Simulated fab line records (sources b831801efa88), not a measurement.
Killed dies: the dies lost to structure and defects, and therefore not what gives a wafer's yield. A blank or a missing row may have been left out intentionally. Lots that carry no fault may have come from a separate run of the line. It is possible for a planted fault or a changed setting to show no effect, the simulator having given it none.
Which of the tools did it? / flow sky130 / Sampling: 10 lots, 30 wafers, 4 of 708 route steps

WHAT THE GAUGES SHOWED, per wafer
SKY_LDD_N_TW_MEAS_17.
lot=L289; measured=day 18 08:56; on=film-metro-02; LDD_N_TW=2576 2569 2577
lot=L291; measured=day 19 00:23; on=film-metro-02; LDD_N_TW=2586 2591 2585
lot=L292; measured=day 19 10:08; on=film-metro-03; LDD_N_TW=2565 2563 2574
lot=L293; measured=day 19 16:44; on=film-metro-02; LDD_N_TW=2596 2590 2579
lot=L297; measured=day 21 11:15; on=film-metro-03; LDD_N_TW=2563 2568 2555
lot=L303; measured=day 24 10:01; on=film-metro-01; LDD_N_TW=2630 2637 2639
lot=L305; measured=day 24 15:38; on=film-metro-02; LDD_N_TW=2693 2668 2663
lot=L306; measured=day 25 00:04; on=film-metro-02; LDD_N_TW=2572 2592 2590
lot=L307; measured=day 25 04:49; on=film-metro-02; LDD_N_TW=2574 2567 2584
lot=L309; measured=day 25 19:34; on=film-metro-01; LDD_N_TW=2547 2546 2568

WHICH TOOL RAN EACH LOT (tool, then ch and the chambers of the sampled wafers, then the start)
lot=L289; SKY_VT_ADJUST_HVTP_STRIP_10=plasma-asher-03 ch 0,1, day 6 11:12; SKY_LDD_N_IMPLANT_08=implanter-04 ch 0, day 18 07:38; SKY_LDD_N_STRIP_16=plasma-asher-04 ch 0,1, day 18 08:50
lot=L291; SKY_VT_ADJUST_HVTP_STRIP_10=plasma-asher-01 ch 0,1, day 7 00:53; SKY_LDD_N_IMPLANT_08=implanter-03 ch 0, day 18 23:05; SKY_LDD_N_STRIP_16=plasma-asher-03 ch 0,1, day 19 00:17
lot=L292; SKY_VT_ADJUST_HVTP_STRIP_10=plasma-asher-01 ch 0, day 7 06:21; SKY_LDD_N_IMPLANT_08=implanter-02 ch 0, day 19 08:51; SKY_LDD_N_STRIP_16=plasma-asher-04 ch 0,1, day 19 10:02
lot=L293; SKY_VT_ADJUST_HVTP_STRIP_10=plasma-asher-03 ch 0,1, day 7 11:27; SKY_LDD_N_IMPLANT_08=implanter-04 ch 0, day 19 15:26; SKY_LDD_N_STRIP_16=plasma-asher-04 ch 0,1, day 19 16:38
lot=L297; SKY_VT_ADJUST_HVTP_STRIP_10=plasma-asher-02 ch 0,1, day 8 15:00; SKY_LDD_N_IMPLANT_08=implanter-02 ch 0, day 21 10:00; SKY_LDD_N_STRIP_16=plasma-asher-03 ch 0,1, day 21 11:10
lot=L303; SKY_VT_ADJUST_HVTP_STRIP_10=plasma-asher-03 ch 0,1, day 10 12:30; SKY_LDD_N_IMPLANT_08=implanter-02 ch 0, day 24 08:43; SKY_LDD_N_STRIP_16=plasma-asher-03 ch 0,1, day 24 09:55
lot=L305; SKY_VT_ADJUST_HVTP_STRIP_10=plasma-asher-03 ch 0,1, day 10 20:45; SKY_LDD_N_IMPLANT_08=implanter-02 ch 0, day 24 14:19; SKY_LDD_N_STRIP_16=plasma-asher-04 ch 0,1, day 24 15:31
lot=L306; SKY_VT_ADJUST_HVTP_STRIP_10=plasma-asher-02 ch 0,1, day 11 08:38; SKY_LDD_N_IMPLANT_08=implanter-04 ch 0, day 24 22:46; SKY_LDD_N_STRIP_16=plasma-asher-04 ch 0,1, day 24 23:58
lot=L307; SKY_VT_ADJUST_HVTP_STRIP_10=plasma-asher-01 ch 0,1, day 11 10:02; SKY_LDD_N_IMPLANT_08=implanter-03 ch 0, day 25 03:34; SKY_LDD_N_STRIP_16=plasma-asher-01 ch 0,1, day 25 04:43
lot=L309; SKY_VT_ADJUST_HVTP_STRIP_10=plasma-asher-01 ch 1, day 11 22:24; SKY_LDD_N_IMPLANT_08=implanter-03 ch 0, day 25 18:16; SKY_LDD_N_STRIP_16=plasma-asher-04 ch 0,1, day 25 19:28
- SKY_VT_ADJUST_HVTP_STRIP_10: strips in O2/N2.
- SKY_LDD_N_IMPLANT_08
- SKY_LDD_N_STRIP_16: strips in O2/N2.

THE ANSWER, worked out from the rows above alone
Rule: the lots themselves supply what counts as usual. The widest of any qualifying gaps counts: lots, ordered by their means at a reading, are off when they make up no more than a third of the lots, leave a main group of 4 or more, and stand apart from it by 3 or more times the standard deviation of that group's means. A main group whose means are all the same, to the digits that the tables above print for the reading, isn't used. A lot without any number at a reading at which 4 lots or more have one is off too. All remaining lots with rows at the step are treated as sound.
Off: at SKY_LDD_N_TW_MEAS_17 (LDD_N_TW), L303, L305. The main group: mean 2574, standard deviation 12.
A tool fits if, at a process step before that reading, it ran every lot that is off, and no sound lot after the first of them. Those tools and the gauges at SKY_LDD_N_TW_MEAS_17 are tried in the same way. Undecided on this evidence; 2 tools fit (plasma-asher-03 at SKY_VT_ADJUST_HVTP_STRIP_10, implanter-02 at SKY_LDD_N_IMPLANT_08).

WHAT WAS PUT IN BY THE SIMULATOR
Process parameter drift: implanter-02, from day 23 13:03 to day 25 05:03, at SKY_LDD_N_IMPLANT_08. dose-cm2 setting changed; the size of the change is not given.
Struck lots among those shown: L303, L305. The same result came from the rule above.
